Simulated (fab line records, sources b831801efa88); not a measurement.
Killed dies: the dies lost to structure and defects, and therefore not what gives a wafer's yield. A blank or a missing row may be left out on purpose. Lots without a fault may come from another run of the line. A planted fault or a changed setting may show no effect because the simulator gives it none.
Split-lot trial ; flow sky130 ; 23 wafers read from 5 lots, route of 708 steps

THE SPLIT
At SKY_POLY_GATE_OXIDATION_20 (stabilise 600 s, purge 300 s, target thk 4 nm), the setting ox_time_s was moved away from the recipe's 899 s on 15 of the 23 wafers read, by -11.3% to +14.8%. This setting was run at the recipe's value on the other wafers.

Split to reading: the file shows no intervening step.

THE READING
POLY_GATE_OXIDATION_THK at SKY_POLY_GATE_THK_MEAS_21, in nm. Fault-free wafers of this fab line usually give 4.00 nm, standard deviation 0.087 nm.

wafer;tool, chamber at the split;ox_time_s as run, s;against the recipe;POLY_GATE_OXIDATION_THK, nm;against lot-mates on the recipe
L074.1;-, -;803.5;-10.6%;3.69;no lot-mate on the recipe
L074.3;-, -;803.5;-10.6%;3.70;no lot-mate on the recipe
L074.4;-, -;803.5;-10.6%;3.68;no lot-mate on the recipe
L074.5;-, -;803.5;-10.6%;3.68;no lot-mate on the recipe
L074.6;-, -;803.5;-10.6%;3.68;no lot-mate on the recipe
L079.1;-, -;1032;+14.8%;4.33;no lot-mate on the recipe
L079.3;-, -;1032;+14.8%;4.41;no lot-mate on the recipe
L079.4;-, -;1032;+14.8%;4.42;no lot-mate on the recipe
L079.5;-, -;1032;+14.8%;4.43;no lot-mate on the recipe
L079.6;-, -;1032;+14.8%;4.41;no lot-mate on the recipe
L081.2;-, -;797.1;-11.3%;3.64;no lot-mate on the recipe
L081.3;-, -;797.1;-11.3%;3.71;no lot-mate on the recipe
L081.4;-, -;797.1;-11.3%;3.73;no lot-mate on the recipe
L081.5;-, -;797.1;-11.3%;3.66;no lot-mate on the recipe
L081.6;-, -;797.1;-11.3%;3.64;no lot-mate on the recipe
L084.1;-, -;899;recipe;4.08;-
L084.2;-, -;899;recipe;4.04;-
L084.4;-, -;899;recipe;4.02;-
L084.5;-, -;899;recipe;4.13;-
L084.6;-, -;899;recipe;4.03;-
L085.2;furnace-01, 0;899;recipe;3.91;-
L085.3;furnace-01, 0;899;recipe;3.91;-
L085.6;furnace-01, 0;899;recipe;3.91;-

FIT RESULTS
A straight line over all 23 wafers: POLY_GATE_OXIDATION_THK changes by +0.028 nm for each +1% of ox_time_s; r = +0.98; the points scatter about the line by 0.056 nm.
Too few moved wafers have a lot-mate on the recipe to fit a line with each lot's own level taken away.

THE WHOLE CHAIN: every reading that the file lists as answering this split, in the file's order
step;what it does;reading;change (the file's fit);r (the file's)
SKY_POLY_GATE_OXIDATION_20;stabilise 600 s, purge 300 s, target thk 4 nm;SiO2_of_POLY_GATE_OXIDATION_20.thk_nm (the simulator's own value, which no gauge read);+0.0282 nm for each +1% of the setting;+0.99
SKY_POLY_GATE_THK_MEAS_21;;POLY_GATE_OXIDATION_THK;+0.028 for each +1% of the setting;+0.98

FILE'S OWN FIT
POLY_GATE_OXIDATION_THK changes by +0.028 nm for each +1% of ox_time_s, r = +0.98.
